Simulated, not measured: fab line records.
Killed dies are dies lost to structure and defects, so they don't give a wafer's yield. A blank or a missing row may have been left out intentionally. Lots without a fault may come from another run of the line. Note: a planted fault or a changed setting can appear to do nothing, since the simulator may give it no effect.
Which tool is to blame? || flow gf180mcu || 6 lots with 18 wafers sampled at 4 steps, on a route of 602 steps

== WHAT THE GAUGES SHOWED, per wafer ==
GF_POLY_GATE_OVL_MEAS_11.
{"lot": "L981", "measured": "day 9 22:41", "on": "overlay-02", "POLY_GATE_OVL (nm)": "-3 -8 -10"}
{"lot": "L983", "measured": "day 10 11:39", "on": "overlay-02", "POLY_GATE_OVL (nm)": "-10 -6 -4"}
{"lot": "L985", "measured": "day 10 22:02", "on": "overlay-02", "POLY_GATE_OVL (nm)": "3 4 -1"}
{"lot": "L991", "measured": "day 12 17:50", "on": "overlay-01", "POLY_GATE_OVL (nm)": "-11 0 0"}
{"lot": "L994", "measured": "day 13 14:20", "on": "overlay-01", "POLY_GATE_OVL (nm)": "2 8 2"}
{"lot": "L998", "measured": "day 14 23:14", "on": "overlay-02", "POLY_GATE_OVL (nm)": "3 2 6"}

== WHICH TOOL RAN EACH LOT (tool, then ch and the chambers of the sampled wafers, then the start) ==
{"lot": "L981", "GF_STI_CMP_25": "cmp-02 ch 0,3, day 2 13:36", "GF_DNWELL_STRIP_08": "plasmaAsher-03 ch 0,1, day 3 05:23", "GF_VT_IMPLANT_STRIP_09": "plasmaAsher-04 ch 0,1, day 6 05:09"}
{"lot": "L983", "GF_STI_CMP_25": "cmp-02 ch 0,1,3, day 3 00:20", "GF_DNWELL_STRIP_08": "plasmaAsher-04 ch 0,1, day 3 16:13", "GF_VT_IMPLANT_STRIP_09": "plasmaAsher-04 ch 0,1, day 6 17:04"}
{"lot": "L985", "GF_STI_CMP_25": "cmp-01 ch 0,2, day 3 10:26", "GF_DNWELL_STRIP_08": "plasmaAsher-04 ch 0,1, day 4 01:49", "GF_VT_IMPLANT_STRIP_09": "plasmaAsher-02 ch 0,1, day 7 02:35"}
{"lot": "L991", "GF_STI_CMP_25": "cmp-01 ch 1,2,3, day 4 18:49", "GF_DNWELL_STRIP_08": "plasmaAsher-01 ch 1, day 5 11:46", "GF_VT_IMPLANT_STRIP_09": "plasmaAsher-04 ch 0,1, day 8 16:56"}
{"lot": "L994", "GF_STI_CMP_25": "cmp-02 ch 0,1,2, day 5 09:28", "GF_DNWELL_STRIP_08": "plasmaAsher-01 ch 0,1, day 6 03:08", "GF_VT_IMPLANT_STRIP_09": "plasmaAsher-04 ch 0,1, day 9 11:36"}
{"lot": "L998", "GF_STI_CMP_25": "cmp-02 ch 0,1,3, day 6 07:26", "GF_DNWELL_STRIP_08": "plasmaAsher-01 ch 0,1, day 7 01:01", "GF_VT_IMPLANT_STRIP_09": "plasmaAsher-02 ch 0,1, day 10 11:47"}
- GF_STI_CMP_25: polishes, stops on Si3N4, t overpolish 33 s, target thk 524.6 nm.
- GF_DNWELL_STRIP_08: strips in O2/N2.
- GF_VT_IMPLANT_STRIP_09: strips in O2/N2.

== THE ANSWER, worked out from the rows above alone ==
Rule: the lots themselves supply what counts as usual. The widest of any qualifying gaps counts: lots, ordered by their means at a reading, are off when they make up no more than a third of the lots, leave a main group of 4 or more, and stand apart from it by 3 or more times the standard deviation of that group's means. Not used: any main group whose means are identical at the precision the tables above print for the reading. A lot without any number at a reading at which 4 lots or more have one is off too. Any other lot the step has rows for is counted as sound.
No lot is off at any reading shown: from this, nothing can be told.

== WHAT THE SIMULATOR PUT IN ==
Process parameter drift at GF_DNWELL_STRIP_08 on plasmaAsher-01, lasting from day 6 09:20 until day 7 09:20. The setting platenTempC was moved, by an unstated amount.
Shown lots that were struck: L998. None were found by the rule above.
